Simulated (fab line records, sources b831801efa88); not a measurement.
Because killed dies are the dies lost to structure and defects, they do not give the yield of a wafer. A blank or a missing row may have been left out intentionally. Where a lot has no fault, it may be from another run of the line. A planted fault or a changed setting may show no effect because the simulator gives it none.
Problem report, 8D (eight disciplines) form, completed by code | flow sky130 | the parts of the form that need people (team, actions taken, sign-off) are left out

## 1. WHAT IS WRONG
heater power total W at SKY_RES_XHIGH_SOFTBAKE_03 reads a mean of 62.25 W on 6 wafers of 2 lots; wafers without a fault read 56.60 W with a standard deviation of 0.043. So: +99 or more standard deviations from the usual mean.
The step: time 60 s.
First observed at day 29 08:17: wafer L991.3, on litho track-04. The record holds 42 wafers of 14 lots with a number at this step. Rule for "out", or "out of limits": more than 4 standard deviations from the usual mean. The rest of the wafers with a number are treated as sound.

## 2. WHAT IT IS; WHAT IT IS NOT
question                    | is                                 | is not
which readings at this step | heater power total W, run length s | -
which lots                  | L991, L992                         | L101, L102, L103, L104, L105, L106, L107, L984, L985, L987, L990, L998
which wafers of those lots  | all that have a number             | -
read on which tools         | litho track-04                     | litho track-01, litho track-03
when                        | from day 29 08:17                  | up to then (12 sound wafers); but 24 sound wafers of L101, L102, L103, L104, L105, L106, L107, L998 came after

## 3. THE SUSPECTS, EACH WITH WHAT RULES IT OUT
Counting: a tool stays on the suspect list if, at a process step up to the reading, it processed all lots that are out and no sound lot following the first of them.
- litho track-04 at SKY_RES_XHIGH_SOFTBAKE_03 (time 60 s): ruled out as a lasting fault. After its first lot that is out, L991 (day 29 08:17), sound lots L102 ran on it.
Left after counting: nothing in the record.

## 4. THE CAUSE (what the simulator had put in)
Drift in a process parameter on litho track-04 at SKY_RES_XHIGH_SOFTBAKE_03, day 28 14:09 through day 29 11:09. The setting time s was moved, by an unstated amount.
Counting ruled it out, wrongly.

## 5. THE EFFECT CHAIN, in route order
Each row: a reading whose mean over the struck wafers that have a number lies more than 3 standard deviations from the usual. Scope: only readings with a usual standard deviation given in the record; hours: median across lots of the time from each lot's start at the first step in this table that gives one to its start at this step; sigmas: change in usual standard deviations.
hours | step                      | reading              | usual   | on struck wafers | change | sigmas
0     | SKY_RES_XHIGH_SOFTBAKE_03 | heater power total W | 56.60 W | 62.25            | +5.65  | +99 or more
0     | SKY_RES_XHIGH_SOFTBAKE_03 | run length s         | 89.2 s  | 73.8             | -15.4  | -47
Process steps it contains:
- SKY_RES_XHIGH_SOFTBAKE_03: time 60 s.

## 6. HOW IT WOULD HAVE BEEN CAUGHT EARLIER
The fault began at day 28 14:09; the first out-of-limits reading in this record came at day 29 08:17, 18 hours later.
